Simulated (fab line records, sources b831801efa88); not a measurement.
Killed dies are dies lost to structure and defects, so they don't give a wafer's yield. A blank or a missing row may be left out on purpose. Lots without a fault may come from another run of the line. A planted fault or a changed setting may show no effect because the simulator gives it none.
Which tool did it? | flow sky130 | 12 lots, 36 wafers sampled, at 3 steps of a route of 708

WHAT THE GAUGES READ, wafer by wafer
SKY_METAL2_RS_MEAS_05: measures by four-point-probe.
lot  | measured     | on            | METAL2_ALCU_RS (ohm/sq)
L249 | day 34 11:26 | film_metro-02 | 0.1276 0.1280 0.1295
L255 | day 36 22:28 | film_metro-04 | 0.1261 0.1260 0.1260
L254 | day 37 01:01 | film_metro-03 | 0.1265 0.1262 0.1269
L258 | day 38 05:36 | film_metro-04 | 0.1266 0.1269 0.1260
L257 | day 38 07:29 | film_metro-03 | 0.1269 0.1270 0.1267
L256 | day 38 10:20 | film_metro-03 | 0.1301 0.1280 0.1286
L260 | day 38 23:05 | film_metro-02 | 0.1263 0.1258 0.1273
L259 | day 39 06:03 | film_metro-04 | 0.1262 0.1261 0.1253
L264 | day 39 19:03 | film_metro-03 | 0.1253 0.1255 0.1245
L266 | day 40 02:55 | film_metro-02 | 0.1265 0.1269 0.1274
L270 | day 40 19:56 | film_metro-02 | 0.1274 0.1267 0.1272
L269 | day 40 23:55 | film_metro-03 | 0.1242 0.1241 0.1247

SKY_METAL2_OVL_MEAS_16.
lot  | measured     | on         | METAL2_OVL (nm)
L249 | day 35 13:56 | overlay-01 | 6 13 8
L255 | day 38 01:19 | overlay-01 | -7 -4 -4
L254 | day 38 03:45 | overlay-01 | 2 6 7
L258 | day 39 07:22 | overlay-01 | 2 8 8
L257 | day 39 09:12 | overlay-01 | -4 -2 2
L256 | day 39 11:45 | overlay-01 | 5 3 4
L260 | day 40 00:04 | overlay-01 | -2 -3 -1
L259 | day 40 06:42 | overlay-01 | 0 0 0
L264 | day 40 20:23 | overlay-01 | 4 6 5
L266 | day 41 02:22 | overlay-02 | 11 1 7
L270 | day 41 19:47 | overlay-01 | 1 -4 4
L269 | day 41 23:57 | overlay-01 | 0 -1 7

WHICH TOOL RAN EACH LOT (tool, then ch and the chambers of the sampled wafers, then the start)
lot  | SKY_METAL2_SPUTTER_02
L249 | pvd_sputter-02, day 34 11:20
L255 | pvd_sputter-01, day 36 22:22
L254 | pvd_sputter-01, day 37 00:53
L258 | pvd_sputter-01, day 38 05:29
L257 | pvd_sputter-04, day 38 07:23
L256 | pvd_sputter-02, day 38 10:14
L260 | pvd_sputter-02, day 38 22:59
L259 | pvd_sputter-01, day 39 05:55
L264 | pvd_sputter-01, day 39 18:55
L266 | pvd_sputter-01, day 40 02:48
L270 | pvd_sputter-01, day 40 19:47
L269 | pvd_sputter-04, day 40 23:48
- SKY_METAL2_SPUTTER_02: material AlCu, target thk 250 nm, time 13.3 s.

WHAT THE TOOLS THEMSELVES READ (means of the sampled wafers that have a number; where no wafer has one, the mark that the record gives instead)
SKY_METAL2_SPUTTER_02.
lot  | tool           | throttle_valve_pct (%)
L249 | pvd_sputter-02 | 30.1
L255 | pvd_sputter-01 | 29.4
L254 | pvd_sputter-01 | 29.2
L258 | pvd_sputter-01 | 29.6
L257 | pvd_sputter-04 | 31.0
L256 | pvd_sputter-02 | 29.6
L260 | pvd_sputter-02 | 30.2
L259 | pvd_sputter-01 | 29.2
L264 | pvd_sputter-01 | 29.1
L266 | pvd_sputter-01 | 29.3
L270 | pvd_sputter-01 | 30.1
L269 | pvd_sputter-04 | 30.8

THE ANSWER, worked out from the rows above alone
Rule: what is usual is taken from the lots themselves. Put in order of their means at a reading, lots are off if they are a third of the lots or fewer, leave a main group of 4 or more, and stand apart from it by a gap of 3 or more times the standard deviation of the main group's means; of several such gaps the widest counts. A main group whose means are all the same, to the digits that the tables above print for the reading, isn't used. A lot without any number at a reading at which 4 lots or more have one is off too. The other lots that the step has rows for count as sound. The gauges are gone through in route order, then the tools' own readings, and for those a lot's mean is taken as printed above. The first step at which some lot is off is used, and at that step the reading that is off furthest; a lot without a number counts as furthest.
No lot is off at any reading shown: from this, nothing can be told.

WHAT THE SIMULATOR HAD PUT IN
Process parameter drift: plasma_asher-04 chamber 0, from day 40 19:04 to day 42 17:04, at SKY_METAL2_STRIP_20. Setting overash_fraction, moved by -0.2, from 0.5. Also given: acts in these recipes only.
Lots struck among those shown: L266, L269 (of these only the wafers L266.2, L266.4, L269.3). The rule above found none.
